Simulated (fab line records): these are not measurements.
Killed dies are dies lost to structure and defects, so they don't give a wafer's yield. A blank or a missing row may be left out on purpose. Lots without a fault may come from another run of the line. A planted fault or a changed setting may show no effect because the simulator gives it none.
Matching of chambers || flow gf180mcu || GF_V3_CMP_04 on cmp-02 has 4 sister chambers
The step polishes SiO2. 7 wafers are shown with their chamber, then 8 later ones without.

EACH WAFER AND ITS CHAMBER
{"wafer": "L445.1", "chamber": 2, "motor current A (A)": 14.8, "time to endpoint s (s)": 85}
{"wafer": "L446.5", "chamber": 0, "motor current A (A)": 13.0, "time to endpoint s (s)": 84}
{"wafer": "L446.6", "chamber": 3, "motor current A (A)": 10.6, "time to endpoint s (s)": 75}
{"wafer": "L449.1", "chamber": 1, "motor current A (A)": 14.1, "time to endpoint s (s)": 79}
{"wafer": "L449.3", "chamber": 2, "motor current A (A)": 15.7, "time to endpoint s (s)": 78}
{"wafer": "L449.5", "chamber": 3, "motor current A (A)": 10.1, "time to endpoint s (s)": 83}
{"wafer": "L451.1", "chamber": 1, "motor current A (A)": 13.5, "time to endpoint s (s)": 81}

WAFERS MISSING THEIR CHAMBER
{"wafer": "L451.2", "motor current A (A)": 12.1, "time to endpoint s (s)": 81}
{"wafer": "L451.5", "motor current A (A)": 12.1, "time to endpoint s (s)": 87}
{"wafer": "L453.1", "motor current A (A)": 15.5, "time to endpoint s (s)": 83}
{"wafer": "L453.5", "motor current A (A)": 13.3, "time to endpoint s (s)": 82}
{"wafer": "L453.6", "motor current A (A)": 15.3, "time to endpoint s (s)": 86}
{"wafer": "L464.1", "motor current A (A)": 15.0, "time to endpoint s (s)": 87}
{"wafer": "L464.2", "motor current A (A)": 13.1, "time to endpoint s (s)": 83}
{"wafer": "L464.6", "motor current A (A)": 15.5, "time to endpoint s (s)": 98}

THE CHAMBER EACH PASSED THROUGH
{"wafer": "L451.2", "from the rows above": "can't be placed: 0 or 1 or 3", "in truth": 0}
{"wafer": "L451.5", "from the rows above": "can't be placed: 0 or 1", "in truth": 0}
{"wafer": "L453.1", "from the rows above": 2, "in truth": 2}
{"wafer": "L453.5", "from the rows above": "can't be placed: 0 or 1", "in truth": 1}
{"wafer": "L453.6", "from the rows above": 2, "in truth": 2}
{"wafer": "L464.1", "from the rows above": "can't be placed: 2 or 1", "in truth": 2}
{"wafer": "L464.2", "from the rows above": "can't be placed: 0 or 1", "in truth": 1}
{"wafer": "L464.6", "from the rows above": "can't be placed: 2 or 1", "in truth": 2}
2 of 8 placed correctly. From these rows, 6 cannot be placed; in 6 the true chamber is one of the candidates. 0 placed wrongly.
How it was worked out, from the rows above alone: a wafer's distance from a chamber is the root of the sum, over the readings, of the square of ((its reading less the chamber's mean) divided by the reading's scatter). The wafer belongs to the nearest chamber; if the next one is less than 2 further off, it can't be placed. For every chamber, the mean is computed from those of its wafers that are shown. The scatter: the root of (the sum of the squares of (reading less its chamber's mean) over the shown wafers, divided by (wafers less chambers)).
